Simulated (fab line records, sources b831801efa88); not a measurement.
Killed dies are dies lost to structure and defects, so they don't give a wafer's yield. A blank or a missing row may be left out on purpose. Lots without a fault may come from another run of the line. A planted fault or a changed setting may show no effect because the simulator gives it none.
fab line records | flow sfq_line
record lots=15 wafers=45 last_day=94
route steps=325 shown L0@3 M3@119 I4@165 JJ@179
lots that met no fault: from a run of the same line without faults
start_h: hours from the record's first day to the start of the lot's first wafer shown | wait_h: hours since the lot's step before | " the same as in the row above | L1.1+2: a row that stands for several wafers | - no value, or no start given | * or withheld: withheld | < > ~ a bound
route shown NAME@n: a module of which the file shows steps, and the number in the route of the first | usual: mean/standard deviation of fault-free wafers | same: alike in all rows | chamber/n: place in a boat | sites: the reading at each site | _std_site: their standard deviation | _edge_site: outer sites' mean less inner sites' | radius_mm: how far each site lies from the wafer's centre | mask NAME#n: copy n | behind: the tool/chamber that last shaped the wafer | hold: why the lot was held/for how many hours/how that ended | device: the transistor (n, p or np) that didn't switch | end of line: the same wafers' tests at the end of the route | a step without rows: its recipe alone | killed: dies lost to structure and defects at the first sort, not the wafer's yield | map: a wafer's dies, x killed, . not, _ none there
set.NAME: the setting as run; set.NAME@STEP: as run at that earlier step | model.NAME: the simulator's own value behind a step, which no gauge read
steps of the route over a sample of lots; a table a step, a row a wafer
services: from which hour (start_h, from the record's first day; less than 0 if before it) a tool's chamber was out of use, for how many hours, and why
## steps
# step SFQ_TRILAYER_L0_DEP_SPUTTER_003
# recipe material=MoNx_KI base_pressure_pa=1.33e-06 target_thk_nm=40 power_w=800 time_s=100 chamber_pressure_pa=0.4
# usual throttle_valve_pct=29.8/0.86
# columns lot.wafer tool chamber start_h wait_h throttle_valve_pct
L756.2 pvd_sputter-03 - 12.49 0.0 30.2
L756.5 " - " " 30.1
L756.6 " - " " 29.4
L757.3 pvd_sputter-03 - 17.49 0.0 29.2
L757.5 " - " " 29.6
L757.6 " - " " 30.1
L758.2 pvd_sputter-03 - 22.49 0.0 29.9
L758.3 " - " " 29.3
L758.4 " - " " 29.2
L763.2 pvd_sputter-04 - 47.49 0.0 27.9
L763.3 " - " " 28.8
L763.4 " - " " 30.5
L764.2 pvd_sputter-05 - 52.49 0.0 30.2
L764.5 " - " " 30.0
L764.6 " - " " 30.3
L765.1 pvd_sputter-04 - 57.49 0.0 30.6
L765.2 " - " " 28.2
L765.4 " - " " 28.6
L766.3 pvd_sputter-03 - 62.49 0.0 29.3
L766.4 " - " " 30.0
L766.6 " - " " 30.1
L771.2 pvd_sputter-04 - 87.49 0.0 30.6
L771.4 " - " " 30.8
L771.6 " - " " 30.4
L772.1 pvd_sputter-03 - 92.49 0.0 30.2
L772.5 " - " " 29.3
L772.6 " - " " 30.2
L773.1 pvd_sputter-03 - 97.49 0.0 29.1
L773.2 " - " " 30.2
L773.5 " - " " 29.9
L774.1 pvd_sputter-04 - 102.49 0.0 28.0
L774.2 " - " " 30.4
L774.6 " - " " 30.5
L775.2 pvd_sputter-03 - 107.49 0.0 29.3
L775.4 " - " " 30.1
L775.5 " - " " 29.9
L776.1 pvd_sputter-04 - 112.49 0.0 30.7
L776.2 " - " " 28.2
L776.3 " - " " 29.0
L778.1 pvd_sputter-05 - 122.49 0.0 31.7
L778.5 " - " " 30.1
L778.6 " - " " 29.9
L779.1 pvd_sputter-05 - 127.49 0.0 29.8
L779.4 " - " " 31.8
L779.5 " - " " 30.7
# step SFQ_L0_RS_MEAS_901
# recipe thk_meas_gauge=four-point-probe reads=MoNx_KI_of_TRILAYER_L0_DEP_SPUTTER_003
# usual L0_MONX_KI_RS=43.5/0.47
# columns lot.wafer tool chamber start_h wait_h L0_MONX_KI_RS[ohm/sq]
L756.2 film_metro-02 - 12.58 0.1 44.0
L756.5 " - " " 43.6
L756.6 " - " " 44.0
L757.3 film_metro-02 - 17.60 0.1 43.7
L757.5 " - " " 43.4
L757.6 " - " " 43.8
L758.2 film_metro-03 - 22.58 0.1 43.0
L758.3 " - " " 43.6
L758.4 " - " " 43.4
L763.2 film_metro-01 - 47.58 0.1 43.7
L763.3 " - " " 43.2
L763.4 " - " " 43.4
L764.2 film_metro-03 - 52.58 0.1 43.5
L764.5 " - " " 43.3
L764.6 " - " " 44.0
L765.1 film_metro-03 - 57.56 0.0 42.6
L765.2 " - " " 43.1
L765.4 " - " " 42.7
L766.3 film_metro-01 - 62.60 0.1 43.0
L766.4 " - " " 42.9
L766.6 " - " " 42.9
L771.2 film_metro-02 - 87.58 0.1 43.5
L771.4 " - " " 43.0
L771.6 " - " " 43.0
L772.1 film_metro-01 - 92.56 0.0 27.8
L772.5 " - " " 27.7
L772.6 " - " " 27.6
L773.1 film_metro-03 - 97.56 0.0 27.9
L773.2 " - " " 28.0
L773.5 " - " " 28.1
L774.1 film_metro-02 - 102.56 0.0 44.2
L774.2 " - " " 43.6
L774.6 " - " " 43.5
L775.2 film_metro-03 - 107.58 0.1 27.7
L775.4 " - " " 27.5
L775.5 " - " " 27.7
L776.1 film_metro-03 - 112.56 0.0 43.2
L776.2 " - " " 43.8
L776.3 " - " " 43.0
L778.1 film_metro-03 - 122.56 0.0 43.1
L778.5 " - " " 43.7
L778.6 " - " " 43.9
L779.1 film_metro-03 - 127.56 0.0 44.5
L779.4 " - " " 43.8
L779.5 " - " " 44.2
# step SFQ_L0_THK_MEAS_902
# recipe thk_meas_gauge=xrf reads=MoNx_KI_of_TRILAYER_L0_DEP_SPUTTER_003
# usual L0_MONX_KI_THK=39.7/0.44
# columns lot.wafer tool chamber start_h wait_h L0_MONX_KI_THK[nm]
L756.2 film_metro-02 - 12.69 0.1 39.4
L756.5 " - " " 39.8
L756.6 " - " " 39.4
L757.3 film_metro-02 - 17.70 0.1 39.7
L757.5 " - " " 39.8
L757.6 " - " " 39.4
L758.2 film_metro-03 - 22.69 0.1 40.2
L758.3 " - " " 39.9
L758.4 " - " " 39.8
L763.2 film_metro-01 - 47.69 0.1 39.4
L763.3 " - " " 40.0
L763.4 " - " " 39.7
L764.2 film_metro-03 - 52.69 0.1 39.8
L764.5 " - " " 39.5
L764.6 " - " " 39.3
L765.1 film_metro-03 - 57.68 0.1 40.4
L765.2 " - " " 40.0
L765.4 " - " " 40.5
L766.3 film_metro-01 - 62.70 0.1 40.2
L766.4 " - " " 40.1
L766.6 " - " " 40.0
L771.2 film_metro-02 - 87.69 0.1 39.9
L771.4 " - " " 40.6
L771.6 " - " " 40.4
L772.1 film_metro-01 - 92.68 0.1 62.4
L772.5 " - " " 62.2
L772.6 " - " " 62.3
L773.1 film_metro-03 - 97.68 0.1 61.5
L773.2 " - " " 61.3
L773.5 " - " " 61.4
L774.1 film_metro-02 - 102.68 0.1 39.3
L774.2 " - " " 39.6
L774.6 " - " " 39.6
L775.2 film_metro-03 - 107.69 0.1 62.4
L775.4 " - " " 62.6
L775.5 " - " " 61.9
L776.1 film_metro-03 - 112.68 0.1 39.9
L776.2 " - " " 39.3
L776.3 " - " " 40.2
L778.1 film_metro-03 - 122.68 0.1 39.8
L778.5 " - " " 39.5
L778.6 " - " " 39.4
L779.1 film_metro-03 - 127.68 0.1 38.8
L779.4 " - " " 39.3
L779.5 " - " " 39.0
# step SFQ_TRILAYER_L0_ETCH_METAL_ETCH_008
# recipe target=MoNx_KI stop_on=SiO2 mask_material=PR chemistry=SF6/O2 target_depth_nm=50 icp_w=600 bias_w=80 pressure_mtorr=10 time_s=25
# usual bias_w=80.07/0.27 drypump_motor_current_A=5.8/0.7 oes_product_au=0.874/0.007
# columns lot.wafer tool chamber start_h wait_h bias_w drypump_motor_current_A oes_product_au rf_hours_counter_h
L756.2 rie_metal-01 0 62.25 0.0 80.31 6.6 0.868 42
L756.5 " 0 " " 80.31 6.6 0.868 -
L756.6 " 1 " " 80.07 6.2 0.868 -
L757.3 rie_metal-04 0 67.06 0.0 80.39 5.6 0.868 -
L757.5 " 0 " " 79.81 5.6 0.866 -
L757.6 " 1 " " 80.18 6.6 0.869 -
L758.2 rie_metal-01 0 73.05 0.0 80.05 6.5 0.875 44
L758.3 " 0 " " 80.05 6.5 0.872 -
L758.4 " 1 " " 80.05 6.2 0.883 -
L763.2 rie_metal-02 0 99.45 0.0 80.56 4.6 0.874 63
L763.3 " 0 " " 80.46 4.6 0.876 -
L763.4 " 1 " " 79.68 5.2 0.878 -
L764.2 rie_metal-01 1 105.45 0.0 79.92 6.2 0.869 55
L764.5 " 0 " " 80.33 6.6 0.875 -
L764.6 " 1 " " 79.95 6.2 0.864 -
L765.1 rie_metal-04 1 111.25 0.0 79.71 6.6 0.882 143
L765.2 " 0 " " 80.63 5.6 0.875 10
L765.4 " 1 " " 79.45 6.6 0.882 -
L766.3 rie_metal-02 1 125.24 0.0 80.29 5.3 0.881 -
L766.4 " 0 " " 80.16 4.6 0.880 -
L766.6 " 0 " " 80.19 4.6 0.889 -
L771.2 rie_metal-02 0 152.18 0.0 79.88 4.6 0.881 74
L771.4 " 1 " " 79.87 5.2 0.877 -
L771.6 " 0 " " 80.18 4.6 0.882 -
L772.1 rie_metal-04 1 156.98 0.0 79.92 6.6 0.999 151
L772.5 " 0 " " 80.22 5.6 1.018 -
L772.6 " 1 " " 80.33 6.6 0.983 -
L773.1 rie_metal-04 0 166.58 0.0 80.11 5.6 1.017 20
L773.2 " 1 " " 80.30 6.6 0.990 153
L773.5 " 1 " " 80.10 6.6 1.003 -
L774.1 rie_metal-04 0 170.18 0.0 80.44 5.6 0.861 21
L774.2 " 1 " " 80.47 6.6 0.867 154
L774.6 " 0 " " 80.00 5.6 0.867 -
L775.2 rie_metal-01 0 178.68 0.0 80.01 6.5 0.994 61
L775.4 " 0 " " 79.56 6.5 1.001 -
L775.5 " 0 " " 79.63 6.5 1.000 -
L776.1 rie_metal-04 1 182.28 0.0 80.14 6.6 0.881 156
L776.2 " 0 " " 79.71 5.6 0.869 24
L776.3 " 1 " " 80.36 6.6 0.880 -
L778.1 rie_metal-04 1 191.88 0.0 80.04 6.6 0.876 158
L778.5 " 0 " " 79.80 5.6 0.876 -
L778.6 " 1 " " 80.29 6.6 0.868 -
L779.1 rie_metal-02 0 196.68 0.0 80.24 4.6 0.866 82
L779.4 " 1 " " 80.49 5.2 0.873 -
L779.5 " 0 " " 80.34 4.6 0.871 -
# step SFQ_TRILAYER_M3_DEP_SPUTTER_073
# recipe material=Nb base_pressure_pa=1.33e-06 chamber_pressure_pa=0.1333 substrate_temp_c=20 resputter_cathode_voltage_v=400 target_thk_nm=200 power_w=2000 time_s=133.3
# usual throttle_valve_pct=29.9/0.91
# columns lot.wafer tool chamber start_h wait_h throttle_valve_pct
L756.2 pvd_sputter-04 - 490.63 0.0 30.6
L756.5 " - " " 28.8
L756.6 " - " " 28.3
L757.3 pvd_sputter-03 - 500.23 0.0 29.5
L757.5 " - " " 29.2
L757.6 " - " " 29.8
L758.2 pvd_sputter-05 - 517.03 0.0 30.6
L758.3 " - " " 29.4
L758.4 " - " " 32.1
L763.2 pvd_sputter-05 - 563.59 0.0 30.5
L763.3 " - " " 30.3
L763.4 " - " " 29.5
L764.2 pvd_sputter-05 - 583.96 0.0 31.6
L764.5 " - " " 32.0
L764.6 " - " " 30.6
L765.1 pvd_sputter-04 - 601.96 0.0 30.7
L765.2 " - " " 28.1
L765.4 " - " " 28.8
L766.3 pvd_sputter-04 - 619.96 0.0 30.5
L766.4 " - " " 28.7
L766.6 " - " " 30.6
L771.2 pvd_sputter-04 - 649.96 0.0 30.1
L771.4 " - " " 28.0
L771.6 " - " " 27.9
L772.1 pvd_sputter-03 - 666.99 0.0 29.4
L772.5 " - " " 30.3
L772.6 " - " " 29.5
L773.1 pvd_sputter-04 - 674.20 0.0 28.1
L773.2 " - " " 30.7
L773.5 " - " " 30.5
L774.1 pvd_sputter-04 - 682.69 0.0 28.0
L774.2 " - " " 30.6
L774.6 " - " " 28.1
L775.2 pvd_sputter-03 - 689.90 0.0 29.8
L775.4 " - " " 29.6
L775.5 " - " " 30.3
L776.1 pvd_sputter-04 - 694.69 0.0 28.6
L776.2 " - " " 28.0
L776.3 " - " " 30.8
L778.1 pvd_sputter-03 - 705.50 0.0 29.5
L778.5 " - " " 30.2
L778.6 " - " " 29.4
L779.1 pvd_sputter-03 - 725.89 0.0 30.0
L779.4 " - " " 29.3
L779.5 " - " " 29.4
# step SFQ_I4_BOW_MEAS_927
# recipe mode=bow
# usual I4_BOW=2/9.5
# columns lot.wafer tool chamber start_h wait_h I4_BOW[um]
L756.2 film_metro-04 - 904.27 1.5 22
L756.5 " - " " 13
L756.6 " - " " 14
L757.3 film_metro-02 - 914.91 1.5 3
L757.5 " - " " -2
L757.6 " - " " -2
L758.2 film_metro-02 - 937.26 2.5 8
L758.3 " - " " -4
L758.4 " - " " 22
L763.2 film_metro-04 - 1019.91 2.5 3
L763.3 " - " " 2
L763.4 " - " " -8
L764.2 film_metro-02 - 1041.77 2.2 -9
L764.5 " - " " -4
L764.6 " - " " -8
L765.1 film_metro-04 - 1079.63 2.2 2
L765.2 " - " " 6
L765.4 " - " " 6
L766.3 film_metro-01 - 1092.59 1.1 13
L766.4 " - " " 12
L766.6 " - " " 5
L771.2 film_metro-02 - 1121.21 1.5 2
L771.4 " - " " -15
L771.6 " - " " 5
L772.1 film_metro-01 - 1124.79 2.0 2
L772.5 " - " " -4
L772.6 " - " " -5
L773.1 film_metro-02 - 1127.19 2.0 -4
L773.2 " - " " 11
L773.5 " - " " 4
L774.1 film_metro-01 - 1142.79 1.0 3
L774.2 " - " " 2
L774.6 " - " " 1
L775.2 film_metro-01 - 1153.09 1.0 3
L775.4 " - " " -4
L775.5 " - " " 2
L776.1 film_metro-02 - 1154.79 1.0 2
L776.2 " - " " 8
L776.3 " - " " 8
L778.1 film_metro-02 - 1162.54 2.5 -6
L778.5 " - " " -4
L778.6 " - " " -10
L779.1 film_metro-01 - 1175.74 1.0 28
L779.4 " - " " 13
L779.5 " - " " 17
# step SFQ_TRILAYER_JJ_TRILAYER_DEP_SPUTTER_109
# recipe material=Nb base_pressure_pa=1.33e-06 chamber_pressure_pa=0.1333 substrate_temp_c=20 target_thk_nm=150 power_w=2000 time_s=100
# usual throttle_valve_pct=29.9/1
# columns lot.wafer tool chamber start_h wait_h throttle_valve_pct
L756.2 pvd_sputter-05 - 988.53 0.0 31.5
L756.5 " - " " 31.7
L756.6 " - " " 29.3
L757.3 pvd_sputter-04 - 989.73 0.0 28.2
L757.5 " - " " 30.9
L757.6 " - " " 28.1
L758.2 pvd_sputter-06 - 990.93 0.0 29.0
L758.3 " - " " 29.5
L758.4 " - " " 29.5
L763.2 pvd_sputter-05 - 1024.45 0.0 30.4
L763.3 " - " " 30.1
L763.4 " - " " 29.4
L764.2 pvd_sputter-05 - 1046.32 0.0 30.7
L764.5 " - " " 29.3
L764.6 " - " " 31.9
L765.1 pvd_sputter-06 - 1084.42 0.0 28.8
L765.2 " - " " 29.6
L765.4 " - " " 29.6
L766.3 pvd_sputter-04 - 1097.11 0.0 30.7
L766.4 " - " " 28.1
L766.6 " - " " 30.7
L771.2 pvd_sputter-05 - 1265.11 0.0 29.7
L771.4 " - " " 30.3
L771.6 " - " " 30.1
L772.1 pvd_sputter-04 - 1268.71 0.0 28.0
L772.5 " - " " 30.5
L772.6 " - " " 30.6
L773.1 pvd_sputter-05 - 1272.31 0.0 32.1
L773.2 " - " " 30.4
L773.5 " - " " 29.4
L774.1 pvd_sputter-06 - 1285.51 0.0 28.8
L774.2 " - " " 29.2
L774.6 " - " " 29.4
L775.2 pvd_sputter-05 - 1293.71 0.0 29.6
L775.4 " - " " 31.6
L775.5 " - " " 29.4
L776.1 pvd_sputter-04 - 1296.11 0.0 28.8
L776.2 " - " " 28.1
L776.3 " - " " 30.7
L778.1 pvd_sputter-04 - 1313.33 0.0 30.7
L778.5 " - " " 30.4
L778.6 " - " " 30.6
L779.1 pvd_sputter-04 - 1326.53 0.0 30.8
L779.4 " - " " 28.5
L779.5 " - " " 30.7
## services
# columns tool chamber start_h hours kind
pvd_sputter-03 - 25.49 2.1 repair
pvd_sputter-05 - 151.47 0.9 repair
pvd_sputter-04 - 189.04 4.2 repair
pvd_sputter-04 - 190.33 2.2 repair
rie_metal-04 0 204.06 15.5 repair
pvd_sputter-04 - 228.27 13.5 repair
rie_metal-04 - 354.14 0.6 repair
pvd_sputter-04 - 360.11 0.6 repair
pvd_sputter-04 - 417.50 1.0 repair
pvd_sputter-04 - 465.87 3.1 repair
pvd_sputter-04 - 611.91 7.5 repair
pvd_sputter-03 - 693.81 0.5 repair
pvd_sputter-05 - 772.01 0.9 repair
pvd_sputter-04 - 872.67 1.2 repair
pvd_sputter-04 - 951.61 0.7 repair
pvd_sputter-03 - 959.45 2.2 repair
pvd_sputter-03 - 1014.84 2.6 repair
pvd_sputter-05 - 1050.81 11.4 repair
pvd_sputter-05 - 1070.53 5.4 repair
pvd_sputter-04 - 1103.17 1.5 repair
pvd_sputter-05 - 1117.63 10.2 repair
pvd_sputter-03 - 1134.26 0.5 repair
pvd_sputter-04 - 1169.12 7.4 repair
pvd_sputter-05 - 1237.65 0.5 repair
## key
first_sign step=SFQ_L0_RS_MEAS_901 reading=L0_MONX_KI_RS direction=down sigmas=34 usual=43.5 struck=27.8
effect step=SFQ_L0_THK_MEAS_902 reading=L0_MONX_KI_THK direction=up sigmas=50 usual=39.7 struck=62.0
effect step=SFQ_TRILAYER_L0_ETCH_METAL_ETCH_008 reading=oes_product_au direction=up sigmas=18 usual=0.874 struck=1.001
met_at SFQ_TRILAYER_L0_DEP_SPUTTER_003
struck_lots L772,L773,L775
not_acting_at SFQ_TRILAYER_M3_DEP_SPUTTER_073,SFQ_I4_BOW_MEAS_927,SFQ_TRILAYER_JJ_TRILAYER_DEP_SPUTTER_109
onset_between 62.49 92.49
fault kind=process_parameter_drift tool=pvd_sputter-03 chamber=- onset_h=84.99 steps=SFQ_TRILAYER_L0_DEP_SPUTTER_003 channel=target_thk_nm offset=22.669 shape=step end_h=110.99 acts_in=these_recipes_only stated=40
